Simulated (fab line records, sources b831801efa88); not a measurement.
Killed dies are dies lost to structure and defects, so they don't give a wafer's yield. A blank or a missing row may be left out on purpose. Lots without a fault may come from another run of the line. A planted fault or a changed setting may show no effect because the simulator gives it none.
fab line records | flow sky130
record lots=12 wafers=36 last_day=51
route steps=708 shown FIELD_ISO@24 SONOS_TUNNEL@166 SONOS_ONO@173 VIA3@582 PAD_OPEN@708
lots that met no fault: from a run of the same line without faults
start_h: hours from the record's first day to the start of the lot's first wafer shown | wait_h: hours since the lot's step before | " the same as in the row above | L1.1+2: a row that stands for several wafers | - no value, or no start given | * or withheld: withheld | < > ~ a bound
route shown NAME@n: a module of which the file shows steps, and the number in the route of the first | usual: mean/standard deviation of fault-free wafers | same: alike in all rows | chamber/n: place in a boat | sites: the reading at each site | _std_site: their standard deviation | _edge_site: outer sites' mean less inner sites' | radius_mm: how far each site lies from the wafer's centre | mask NAME#n: copy n | behind: the tool/chamber that last shaped the wafer | hold: why the lot was held/for how many hours/how that ended | device: the transistor (n, p or np) that didn't switch | end of line: the same wafers' tests at the end of the route | a step without rows: its recipe alone | killed: dies lost to structure and defects at the first sort, not the wafer's yield | map: a wafer's dies, x killed, . not, _ none there
set.NAME: the setting as run; set.NAME@STEP: as run at that earlier step | model.NAME: the simulator's own value behind a step, which no gauge read
steps of the route over a sample of lots; a table a step, a row a wafer
services: from which hour (start_h, from the record's first day; less than 0 if before it) a tool's chamber was out of use, for how many hours, and why
## steps
# step SKY_FIELD_ISO_THK_MEAS_23
# recipe reads=SiO2_of_FIELD_ISO_OXIDATION_22
# usual FIELD_ISO_OXIDATION_01_THK=10.01/0.18
# columns lot.wafer tool chamber start_h wait_h FIELD_ISO_OXIDATION_01_THK[nm]
L631.2 film_metro-03 - 34.10 0.0 10.29
L631.5 " - " " 10.12
L631.6 " - " " 10.17
L633.1 film_metro-03 - 41.16 0.0 9.84
L633.5 " - " " 9.82
L633.6 " - " " 9.96
L632.1 film_metro-03 - 43.85 0.0 9.83
L632.3 " - " " 9.81
L632.5 " - " " 9.98
L634.3 film_metro-02 - 48.69 0.0 10.01
L634.5 " - " " 10.31
L634.6 " - " " 10.02
L636.1 film_metro-02 - 57.91 0.0 10.20
L636.2 " - " " 10.25
L636.3 " - " " 10.10
L637.1 film_metro-02 - 62.69 0.0 9.88
L637.3 " - " " 9.99
L637.4 " - " " 9.93
L638.1 film_metro-03 - 71.65 0.0 10.08
L638.2 " - " " 10.04
L638.3 " - " " 10.13
L639.1 film_metro-03 - 74.34 0.0 10.05
L639.2 " - " " 10.02
L639.3 " - " " 10.19
L640.1 film_metro-04 - 79.03 0.0 10.14
L640.5 " - " " 9.96
L640.6 " - " " 10.01
L646.1 film_metro-04 - 110.69 0.0 9.72
L646.2 " - " " 9.80
L646.4 " - " " 9.92
L651.2 film_metro-02 - 135.97 0.0 9.91
L651.3 " - " " 9.92
L651.6 " - " " 10.05
L652.2 film_metro-02 - 141.45 0.0 10.03
L652.3 " - " " 10.15
L652.6 " - " " 10.16
# step SKY_SONOS_TUNNEL_TW_MEAS_12
# usual SONOS_TUNNEL_TW=197.6/1.2
# columns lot.wafer tool chamber start_h wait_h SONOS_TUNNEL_TW
L631.2 film_metro-03 - 261.10 0.0 200.1
L631.5 " - " " 199.4
L631.6 " - " " 199.2
L633.1 film_metro-04 - 273.09 0.0 197.9
L633.5 " - " " 197.9
L633.6 " - " " 197.1
L632.1 film_metro-03 - 274.76 0.0 198.8
L632.3 " - " " 199.2
L632.5 " - " " 198.3
L634.3 film_metro-04 - 283.79 0.0 196.0
L634.5 " - " " 196.7
L634.6 " - " " 197.1
L636.1 film_metro-01 - 299.49 0.0 194.4
L636.2 " - " " 196.2
L636.3 " - " " 195.8
L637.1 film_metro-04 - 304.64 0.0 197.7
L637.3 " - " " 197.8
L637.4 " - " " 197.7
L638.1 film_metro-04 - 316.47 0.0 196.8
L638.2 " - " " 197.8
L638.3 " - " " 197.2
L639.1 film_metro-04 - 318.27 0.0 196.2
L639.2 " - " " 197.3
L639.3 " - " " 196.7
L640.1 film_metro-04 - 328.52 0.0 196.4
L640.5 " - " " 197.3
L640.6 " - " " 195.3
L646.1 film_metro-01 - 380.02 0.0 198.2
L646.2 " - " " 198.0
L646.4 " - " " 196.9
L651.2 film_metro-04 - 416.54 0.0 197.9
L651.3 " - " " 198.3
L651.6 " - " " 198.7
L652.2 film_metro-04 - 428.83 0.0 198.0
L652.3 " - " " 197.9
L652.6 " - " " 198.9
# step SKY_SONOS_ONO_THK_MEAS_05
# recipe reads=SiO2_of_SONOS_ONO_CVD_04
# usual SONOS_ONO_CVD_04_THK=5.82/0.1
# columns lot.wafer tool chamber start_h wait_h SONOS_ONO_CVD_04_THK[nm]
L631.2 film_metro-04 - 271.22 0.0 5.70
L631.5 " - " " 5.73
L631.6 " - " " 5.79
L632.1 film_metro-02 - 280.96 0.0 5.89
L632.3 " - " " 5.80
L632.5 " - " " 5.91
L633.1 film_metro-04 - 280.96 0.0 5.83
L633.5 " - " " 5.56
L633.6 " - " " 5.72
L634.3 film_metro-04 - 290.99 0.0 5.75
L634.5 " - " " 5.81
L634.6 " - " " 5.69
L636.1 film_metro-03 - 305.16 0.0 5.93
L636.2 " - " " 5.87
L636.3 " - " " 5.77
L637.1 film_metro-03 - 311.22 0.0 5.97
L637.3 " - " " 6.01
L637.4 " - " " 5.99
L638.1 film_metro-02 - 322.68 0.0 5.83
L638.2 " - " " 5.78
L638.3 " - " " 5.83
L639.1 film_metro-02 - 323.93 0.0 5.81
L639.2 " - " " 5.90
L639.3 " - " " 5.77
L640.1 film_metro-04 - 333.25 0.0 5.61
L640.5 " - " " 5.71
L640.6 " - " " 5.62
L646.1 film_metro-03 - 384.45 0.0 6.00
L646.2 " - " " 5.96
L646.4 " - " " 5.96
L651.2 film_metro-02 - 424.42 0.0 5.96
L651.3 " - " " 5.96
L651.6 " - " " 5.93
L652.2 film_metro-03 - 434.71 0.0 5.89
L652.3 " - " " 5.80
L652.6 " - " " 5.78
# step SKY_VIA3_EXPOSE_09
# recipe mask_id=VIM3 na=0.8 source_shape=annular sigma_inner=0.55 sigma_outer=0.85 target_cd_nm=200 dose_mj=38
# columns lot.wafer tool chamber start_h wait_h mask
L631.2+5+6 krf_scanner-01 0 944.16 - VIM3#0
L632.1+3+5 krf_scanner-01 0 953.91 - VIM3#0
L633.1+5+6 krf_scanner-01 0 956.21 - VIM3#0
L634.3+5+6 krf_scanner-01 0 961.45 - VIM3#0
L636.1+2+3 krf_scanner-02 0 971.81 - VIM3#0
L637.1+3+4 krf_scanner-01 0 976.44 - VIM3#0
L638.1+2+3 krf_scanner-01 0 988.71 - VIM3#0
L639.1+2+3 krf_scanner-01 0 989.81 - VIM3#0
L640.1+5+6 krf_scanner-01 0 997.31 - VIM3#0
L646.1+2+4 krf_scanner-01 0 1043.41 - VIM3#0
L651.2+3+6 krf_scanner-02 0 1069.33 - VIM3#0
L652.2+3+6 krf_scanner-02 0 1079.41 - VIM3#0
# step SKY_VIA3_CD_MEAS_12
# recipe target_cd_nm=200
# usual cd_nm=200.1/1.4
# columns lot.wafer tool chamber start_h wait_h hold cd_nm
L631.2 cd_sem-02 - 957.16 - - 200.1
L631.5 " - " " - 198.1
L631.6 " - " " - 197.7
L632.1 cd_sem-01 - 965.79 - - 200.9
L632.3 " - " " - 200.5
L632.5 " - " " - 200.6
L633.1 cd_sem-02 - 967.24 - - 197.8
L633.5 " - " " - 199.3
L633.6 " - " " - 197.8
L634.3 cd_sem-01 - 973.75 - - 202.3
L634.5 " - " " - 202.1
L634.6 " - " " - 203.4
L636.1 cd_sem-01 - 983.99 - - 200.8
L636.2 " - " " - 198.9
L636.3 " - " " - 202.6
L637.1 cd_sem-02 - 987.46 - - 200.3
L637.3 " - " " - 202.5
L637.4 " - " " - 202.2
L638.1 cd_sem-02 - 1000.91 - - 198.7
L638.2 " - " " - 199.9
L638.3 " - " " - 197.3
L639.1 cd_sem-02 - 1001.86 - - 198.1
L639.2 " - " " - 197.8
L639.3 " - " " - 199.3
L640.1 cd_sem-01 - 1008.99 - - 203.5
L640.5 " - " " - 201.5
L640.6 " - " " - 203.9
L646.1 cd_sem-01 - 1055.41 - await_dispo/0.2h/release 202.3
L646.2 " - " " await_dispo/0.2h/release 102.0
L646.4 " - " " await_dispo/0.2h/release 200.2
L646.1 cd_sem-01 - 1055.70 0.3 - 202.2
L646.2 " - " " - 102.3
L646.4 " - " " - 201.0
L651.2 cd_sem-01 - 1080.53 - - 200.1
L651.3 " - " " - 200.2
L651.6 " - " " - 199.7
L652.2 cd_sem-02 - 1089.93 - - 199.7
L652.3 " - " " - 200.1
L652.6 " - " " - 199.2
# step SKY_PAD_OPEN_PROBE_99
# usual defect_limited_yield=82.3/1.8 killed_at_M0_to_M3=43/6.9 killed_at_M4_up=3.2/1.6 killed_at_contacts=25/5.1 killed_at_front_end=16/4.5 killed_at_other=0.3/0.68 killed_dies=87/8.9 killed_on_rim=16/3.6 killed_open=48/6.9 killed_short=39/6.3 sort_bin_3_pad_short=0.8/0.4 sort_bin_5_function=10.5/1.4 sort_bin_6_memory=6.4/1.1 sort_n_pass=405/8.9 sort_yield_pct=82.3/1.8
# same gross_dies=492 killed_at_back_side=0 sort_bin_4_leakage[%]=0 sort_bin_8_speed[%]=0
# columns lot.wafer tool chamber start_h wait_h hold defect_limited_yield[%] killed_at_M0_to_M3 killed_at_M4_up killed_at_contacts killed_at_front_end killed_at_other killed_dies killed_on_rim killed_open killed_short sort_bin_3_pad_short[%] sort_bin_5_function[%] sort_bin_6_memory[%] sort_n_pass sort_yield_pct[%]
L631.2 prober-01 - 1105.53 0.1 - 82.3 53 2 20 12 0 87 19 57 30 1.0 10.6 6.1 405 82.3
L631.5 prober-01 - 1105.68 0.2 - 86.0 36 3 17 13 0 69 11 36 33 0.8 7.7 5.5 423 86.0
L631.6 prober-01 - 1105.73 0.2 - 84.3 40 4 18 15 0 77 13 41 36 0.6 10.0 5.1 415 84.3
L632.1 prober-02 - 1114.58 0.1 - 83.9 39 3 31 6 0 79 13 43 36 0.8 9.6 5.7 413 83.9
L632.3 prober-02 - 1114.68 0.2 - 81.5 36 4 24 26 1 91 14 43 48 1.0 12.0 5.5 401 81.5
L632.5 prober-02 - 1114.78 0.2 - 81.7 40 2 26 22 0 90 19 45 45 0.8 12.0 5.5 402 81.7
L633.1 prober-01 - 1114.75 0.1 - 80.9 45 4 24 21 0 94 15 52 42 1.2 10.4 7.5 398 80.9
L633.5 prober-01 - 1114.95 0.2 - 82.7 33 7 24 21 0 85 20 42 42 1.2 11.2 4.9 407 82.7
L633.6 prober-01 - 1115.00 0.2 - 83.5 42 3 21 15 0 81 15 53 28 1.2 9.6 5.7 411 83.5
L634.3 prober-02 - 1119.64 0.2 - 83.9 33 2 30 14 0 79 20 37 42 0.2 10.2 5.7 413 83.9
L634.5 prober-02 - 1119.74 0.2 - 85.4 38 2 17 15 0 72 14 47 25 0.4 8.9 5.3 420 85.4
L634.6 prober-02 - 1119.79 0.2 - 80.7 54 3 22 15 1 95 15 45 50 1.0 10.4 7.9 397 80.7
L636.1 prober-01 - 1128.88 0.1 - 82.5 40 2 22 19 3 86 13 45 41 0.6 11.4 5.5 406 82.5
L636.2 prober-01 - 1128.93 0.1 - 81.5 39 1 29 22 0 91 15 54 37 1.0 10.8 6.7 401 81.5
L636.3 prober-01 - 1128.98 0.2 - 80.5 49 1 23 22 1 96 20 53 43 1.0 11.6 6.9 396 80.5
L637.1 prober-02 - 1131.57 0.1 - 82.1 40 2 32 14 0 88 13 42 45 0.6 10.4 6.9 404 82.1
L637.3 prober-02 - 1131.67 0.2 - 86.0 26 3 28 11 1 69 11 35 33 0.2 7.5 6.3 423 86.0
L637.4 prober-02 - 1131.72 0.2 - 77.6 63 4 27 16 0 110 18 68 41 1.0 14.6 6.7 382 77.6
L638.1 prober-01 - 1141.63 0.1 - 83.9 44 5 20 10 0 79 13 39 40 0.2 11.0 4.9 413 83.9
L638.2 prober-01 - 1141.68 0.1 - 85.4 34 3 25 10 0 72 13 40 32 0 8.9 5.7 420 85.4
L638.3 prober-01 - 1141.73 0.2 - 81.9 43 5 30 11 0 89 13 48 41 1.2 10.2 6.7 403 81.9
L639.1 prober-02 - 1141.95 0.1 - 82.7 42 4 24 14 1 85 14 47 38 1.0 10.2 6.1 407 82.7
L639.2 prober-02 - 1142.00 0.1 - 81.9 45 6 21 16 1 89 12 34 55 0.6 10.8 6.7 403 81.9
L639.3 prober-02 - 1142.05 0.2 - 81.5 53 3 19 15 1 91 20 48 42 0 10.6 7.9 401 81.5
L640.1 prober-01 - 1148.64 0.1 - 78.3 38 3 46 19 1 107 18 53 54 1.6 12.6 7.5 385 78.3
L640.5 prober-01 - 1148.84 0.2 - 81.5 50 1 21 19 0 91 18 40 51 0.8 10.2 7.5 401 81.5
L640.6 prober-01 - 1148.89 0.2 - 82.1 38 4 32 14 0 88 16 56 32 0.2 10.8 6.9 404 82.1
L646.1 prober-01 - 1184.73 0.1 await_dispo/3.7h/release 79.5 50 6 29 16 0 101 17 61 40 1.6 12.2 6.7 391 79.5
L646.2 prober-01 - 1184.78 0.1 await_dispo/3.7h/release 0 434 2 35 21 0 492 96 55 54 1.0 91.5 7.5 0 0
L646.4 prober-01 - 1184.88 0.2 await_dispo/3.7h/release 81.5 43 3 32 12 1 91 17 48 43 0.4 11.0 7.1 401 81.5
L651.2 prober-01 - 1204.54 0.1 - 86.2 31 3 17 17 0 68 12 30 38 1.6 8.1 4.1 424 86.2
L651.3 prober-01 - 1204.59 0.2 - 80.1 42 5 30 21 0 98 19 49 49 0.8 11.8 7.3 394 80.1
L651.6 prober-01 - 1204.74 0.2 - 83.7 36 4 21 19 0 80 15 37 43 0.8 7.7 7.7 412 83.7
L652.2 prober-01 - 1212.70 0.1 - 82.5 46 1 23 14 2 86 14 43 43 0.6 11.0 5.9 406 82.5
L652.3 prober-01 - 1212.75 0.2 - 82.7 50 2 15 16 2 85 16 49 35 0.8 10.2 6.3 407 82.7
L652.6 prober-01 - 1212.90 0.2 - 82.9 36 3 28 15 2 84 16 47 37 0.8 10.2 6.1 408 82.9
# killed by level:class
L631.2 CONTACT:geometric_particle:open=11 VIA1:geometric_particle:open=10 VIA3:geometric_particle:open=9 VIA2:geometric_particle:open=9 POLY_GATE:geometric_particle:open=6 METAL2:geometric_particle:short=6 LI_CONTACT:geometric_particle:open=6 VIA1:geometric_particle:short=5
L631.5 VIA1:geometric_particle:open=7 METAL2:geometric_particle:short=7 LI_CONTACT:geometric_particle:open=6 CONTACT:geometric_particle:open=6 VIA3:geometric_particle:open=5 FIELD_ISO:geometric_particle:short=4 METAL1:geometric_particle:short=4 CONTACT:geometric_particle:short=4
L631.6 VIA1:geometric_particle:open=9 VIA3:geometric_particle:open=9 CONTACT:geometric_particle:open=7 METAL2:geometric_particle:short=7 FIELD_ISO:geometric_particle:short=6 LI_CONTACT:geometric_particle:open=6 METAL1:geometric_particle:short=6 POLY_GATE:geometric_particle:short=4
L632.1 LI_CONTACT:geometric_particle:open=9 CONTACT:geometric_particle:open=9 VIA2:geometric_particle:open=9 VIA1:geometric_particle:short=6 VIA1:geometric_particle:open=6 LOCAL_INTERCONNECT:geometric_particle:short=5 VIA3:geometric_particle:open=5 CONTACT:geometric_particle:short=4
L632.3 CONTACT:geometric_particle:open=9 METAL2:geometric_particle:short=7 LI_CONTACT:geometric_particle:open=7 VIA1:geometric_particle:open=7 POLY_GATE:geometric_particle:open=6 POLY_GATE:geometric_particle:short=5 CONTACT:geometric_particle:short=5 VIA3:geometric_particle:open=5
L633.1 VIA1:geometric_particle:open=12 CONTACT:geometric_particle:open=10 LI_CONTACT:geometric_particle:open=8 FIELD_ISO:geometric_particle:short=7 METAL1:geometric_particle:short=7 VIA2:geometric_particle:open=6 CONTACT:geometric_particle:short=5 METAL2:geometric_particle:short=5
L632.5 CONTACT:geometric_particle:open=11 VIA2:geometric_particle:open=9 POLY_GATE:geometric_particle:short=8 VIA3:geometric_particle:open=7 VIA1:geometric_particle:open=7 CONTACT:geometric_particle:short=6 FIELD_ISO:geometric_particle:short=5 LI_CONTACT:geometric_particle:open=4
L633.5 CONTACT:geometric_particle:open=12 VIA2:geometric_particle:open=7 VIA1:geometric_particle:short=7 FIELD_ISO:geometric_particle:open=6 POLY_GATE:geometric_particle:short=6 METAL1:geometric_particle:short=5 CONTACT:geometric_particle:short=4 METAL4:geometric_particle:short=4
L633.6 VIA1:geometric_particle:open=18 CONTACT:geometric_particle:open=9 VIA3:geometric_particle:open=6 FIELD_ISO:geometric_particle:short=5 CONTACT:geometric_particle:short=5 VIA3:geometric_particle:short=5 VIA2:geometric_particle:open=5 POLY_GATE:geometric_particle:open=4
L634.3 CONTACT:geometric_particle:open=11 METAL1:geometric_particle:short=8 LOCAL_INTERCONNECT:geometric_particle:short=7 CONTACT:geometric_particle:short=6 LI_CONTACT:geometric_particle:open=6 VIA2:geometric_particle:open=5 VIA3:geometric_particle:open=5 POLY_GATE:geometric_particle:open=4
L634.5 VIA1:geometric_particle:open=11 VIA3:geometric_particle:open=8 CONTACT:geometric_particle:open=6 VIA2:geometric_particle:open=6 LI_CONTACT:geometric_particle:open=5 POLY_GATE:geometric_particle:open=4 FIELD_ISO:geometric_particle:short=3 FIELD_ISO:geometric_particle:open=3
L634.6 VIA1:geometric_particle:open=11 VIA2:geometric_particle:open=10 VIA1:geometric_particle:short=9 CONTACT:geometric_particle:open=7 FIELD_ISO:geometric_particle:short=6 METAL2:geometric_particle:short=6 CONTACT:geometric_particle:short=4 LOCAL_INTERCONNECT:geometric_particle:short=4
L636.1 VIA2:geometric_particle:open=8 VIA1:geometric_particle:open=8 CONTACT:geometric_particle:open=7 POLY_GATE:geometric_particle:open=6 LI_CONTACT:geometric_particle:open=6 METAL2:geometric_particle:short=6 POLY_GATE:geometric_particle:short=4 LOCAL_INTERCONNECT:geometric_particle:short=4
L636.2 CONTACT:geometric_particle:open=14 VIA1:geometric_particle:open=10 LI_CONTACT:geometric_particle:open=9 FIELD_ISO:geometric_particle:short=7 VIA3:geometric_particle:open=7 VIA3:geometric_particle:short=5 VIA2:geometric_particle:open=4 VIA2:geometric_particle:short=4
L636.3 VIA1:geometric_particle:open=15 LI_CONTACT:geometric_particle:open=9 CONTACT:geometric_particle:open=9 VIA1:geometric_particle:short=8 FIELD_ISO:geometric_particle:short=7 METAL2:geometric_particle:short=7 VIA2:geometric_particle:open=7 POLY_GATE:geometric_particle:open=5
L637.1 LI_CONTACT:geometric_particle:open=9 CONTACT:geometric_particle:open=9 METAL1:geometric_particle:short=6 VIA1:geometric_particle:short=6 VIA1:geometric_particle:open=6 CONTACT:geometric_particle:short=5 VIA3:geometric_particle:open=5 POLY_GATE:geometric_particle:short=4
L637.3 VIA1:geometric_particle:open=9 LI_CONTACT:geometric_particle:open=8 LOCAL_INTERCONNECT:geometric_particle:short=7 POLY_GATE:geometric_particle:short=6 CONTACT:geometric_particle:open=6 CONTACT:geometric_particle:short=6 VIA3:geometric_particle:open=5 FIELD_ISO:geometric_particle:open=3
L637.4 VIA3:geometric_particle:open=13 VIA1:geometric_particle:open=12 CONTACT:geometric_particle:open=11 METAL1:geometric_particle:short=8 LI_CONTACT:geometric_particle:open=7 VIA2:geometric_particle:open=6 METAL2:geometric_particle:short=5 POLY_GATE:geometric_particle:open=4
L638.1 VIA1:geometric_particle:open=11 METAL1:geometric_particle:short=6 CONTACT:geometric_particle:short=5 CONTACT:geometric_particle:open=5 VIA1:geometric_particle:short=5 METAL2:geometric_particle:short=5 VIA2:geometric_particle:open=5 POLY_GATE:geometric_particle:short=4
L638.2 CONTACT:geometric_particle:open=10 VIA1:geometric_particle:open=8 VIA3:geometric_particle:open=8 LI_CONTACT:geometric_particle:open=5 LOCAL_INTERCONNECT:geometric_particle:short=5 METAL1:geometric_particle:short=5 FIELD_ISO:geometric_particle:short=4 POLY_GATE:geometric_particle:open=4
L638.3 VIA1:geometric_particle:open=12 CONTACT:geometric_particle:open=11 LI_CONTACT:geometric_particle:open=6 METAL1:geometric_particle:short=6 CONTACT:geometric_particle:short=5 VIA2:geometric_particle:short=5 VIA3:geometric_particle:open=5 LOCAL_INTERCONNECT:geometric_particle:short=4
L639.1 VIA1:geometric_particle:open=10 VIA1:geometric_particle:short=9 CONTACT:geometric_particle:open=8 LI_CONTACT:geometric_particle:open=6 VIA2:geometric_particle:open=6 CONTACT:geometric_particle:short=5 POLY_GATE:geometric_particle:open=4 METAL1:geometric_particle:short=4
L639.2 VIA1:geometric_particle:open=9 VIA1:geometric_particle:short=7 METAL2:geometric_particle:short=7 FIELD_ISO:geometric_particle:short=6 VIA3:geometric_particle:open=6 METAL1:geometric_particle:short=6 LI_CONTACT:geometric_particle:open=5 METAL4:geometric_particle:short=4
L639.3 VIA1:geometric_particle:open=15 VIA1:geometric_particle:short=9 CONTACT:geometric_particle:open=8 METAL1:geometric_particle:short=7 VIA3:geometric_particle:open=7 FIELD_ISO:geometric_particle:short=6 FIELD_ISO:geometric_particle:open=6 LI_CONTACT:geometric_particle:open=5
L640.1 CONTACT:geometric_particle:open=12 CONTACT:geometric_particle:short=11 VIA1:geometric_particle:open=10 LOCAL_INTERCONNECT:geometric_particle:short=10 LI_CONTACT:geometric_particle:open=7 POLY_GATE:geometric_particle:open=6 FIELD_ISO:geometric_particle:short=5 LI_CONTACT:geometric_particle:short=5
L640.5 METAL2:geometric_particle:short=9 VIA3:geometric_particle:open=8 LI_CONTACT:geometric_particle:open=8 METAL1:geometric_particle:short=6 CONTACT:geometric_particle:open=6 VIA1:geometric_particle:open=5 VIA1:geometric_particle:short=5 FIELD_ISO:geometric_particle:short=4
L640.6 VIA1:geometric_particle:open=16 CONTACT:geometric_particle:open=15 LOCAL_INTERCONNECT:geometric_particle:short=8 VIA1:geometric_particle:short=5 POLY_GATE:geometric_particle:short=4 VIA2:geometric_particle:open=4 VIA3:geometric_particle:open=4 POLY_GATE:geometric_particle:open=3
L646.1 CONTACT:geometric_particle:open=13 VIA1:geometric_particle:open=10 VIA2:geometric_particle:open=9 VIA3:geometric_particle:open=7 CONTACT:geometric_particle:short=6 VIA2:geometric_particle:short=6 LI_CONTACT:geometric_particle:open=5 POLY_GATE:geometric_particle:open=4
L646.2 VIA3:area_expose=383 VIA1:geometric_particle:open=13 CONTACT:geometric_particle:short=11 CONTACT:geometric_particle:open=10 LI_CONTACT:geometric_particle:open=7 METAL1:geometric_particle:short=6 VIA2:geometric_particle:open=6 VIA2:geometric_particle:short=4
L646.4 VIA1:geometric_particle:open=13 CONTACT:geometric_particle:open=12 LI_CONTACT:geometric_particle:open=7 LOCAL_INTERCONNECT:geometric_particle:short=7 VIA1:geometric_particle:short=7 VIA2:geometric_particle:open=6 CONTACT:geometric_particle:short=5 VIA3:geometric_particle:open=5
L651.2 POLY_GATE:geometric_particle:short=6 VIA1:geometric_particle:open=5 METAL2:geometric_particle:short=5 POLY_GATE:geometric_particle:open=4 CONTACT:geometric_particle:short=4 CONTACT:geometric_particle:open=4 VIA2:geometric_particle:open=4 LI_CONTACT:geometric_particle:open=3
L651.3 CONTACT:geometric_particle:open=14 FIELD_ISO:geometric_particle:open=7 FIELD_ISO:geometric_particle:short=6 LI_CONTACT:geometric_particle:open=6 CONTACT:geometric_particle:short=6 METAL1:geometric_particle:short=6 VIA1:geometric_particle:open=6 METAL2:geometric_particle:short=6
L651.6 FIELD_ISO:geometric_particle:open=9 CONTACT:geometric_particle:open=6 VIA1:geometric_particle:short=5 VIA3:geometric_particle:open=5 FIELD_ISO:geometric_particle:short=4 LOCAL_INTERCONNECT:geometric_particle:short=4 CONTACT:geometric_particle:short=4 METAL1:geometric_particle:short=4
L652.2 VIA1:geometric_particle:open=8 CONTACT:geometric_particle:open=8 LI_CONTACT:geometric_particle:open=7 FIELD_ISO:geometric_particle:open=6 CONTACT:geometric_particle:short=6 VIA2:geometric_particle:open=6 VIA1:geometric_particle:short=5 METAL1:geometric_particle:short=5
L652.3 VIA1:geometric_particle:open=13 METAL2:geometric_particle:short=10 VIA3:geometric_particle:open=9 VIA2:geometric_particle:open=6 FIELD_ISO:geometric_particle:short=4 LI_CONTACT:geometric_particle:open=4 CONTACT:geometric_particle:open=4 VIA1:geometric_particle:short=4
L652.6 CONTACT:geometric_particle:open=9 VIA1:geometric_particle:open=9 VIA3:geometric_particle:open=7 FIELD_ISO:geometric_particle:open=6 CONTACT:geometric_particle:short=6 VIA1:geometric_particle:short=6 VIA2:geometric_particle:open=4 LI_CONTACT:geometric_particle:short=4
## services
# columns tool chamber start_h hours kind
krf_scanner-02 0 938.04 - calibration
krf_scanner-01 - 945.24 0.8 repair
krf_scanner-02 - 961.67 0.3 repair
krf_scanner-02 - 962.92 1.0 pm
krf_scanner-01 - 980.86 1.0 pm
krf_scanner-01 - 994.20 0.8 pm
krf_scanner-02 - 1011.74 0.8 repair
krf_scanner-02 - 1037.10 0.8 pm
krf_scanner-01 - 1040.78 1.0 repair
krf_scanner-01 - 1060.22 1.3 pm
krf_scanner-01 0 1076.89 - calibration
## key
first_sign step=SKY_VIA3_CD_MEAS_12 reading=visit direction=added
effect step=SKY_VIA3_CD_MEAS_12 reading=cd_nm direction=down sigmas=69 usual=200.1 struck=102.0
effect step=SKY_PAD_OPEN_PROBE_99 reading=sort_bin_5_function direction=up sigmas=58 usual=10.5 struck=91.5
more_kills_born_at SKY_VIA3_EXPOSE_09@krf_scanner-01=383
met_at SKY_VIA3_EXPOSE_09
struck_lots L646
struck_wafers L646.2
later_rows_left_out L646.2
not_acting_at SKY_FIELD_ISO_THK_MEAS_23,SKY_SONOS_TUNNEL_TW_MEAS_12,SKY_SONOS_ONO_THK_MEAS_05
onset_between 997.31 1043.41
fault kind=process_parameter_drift tool=krf_scanner-01 chamber=- onset_h=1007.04 steps=SKY_VIA3_EXPOSE_09 channel=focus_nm offset=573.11 shape=step end_h=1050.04 scope=struck_wafers_only
# later_rows_left_out: the simulator's readings of these wafers behind a module that went badly wrong aren't trusted and aren't shown, but for the sort
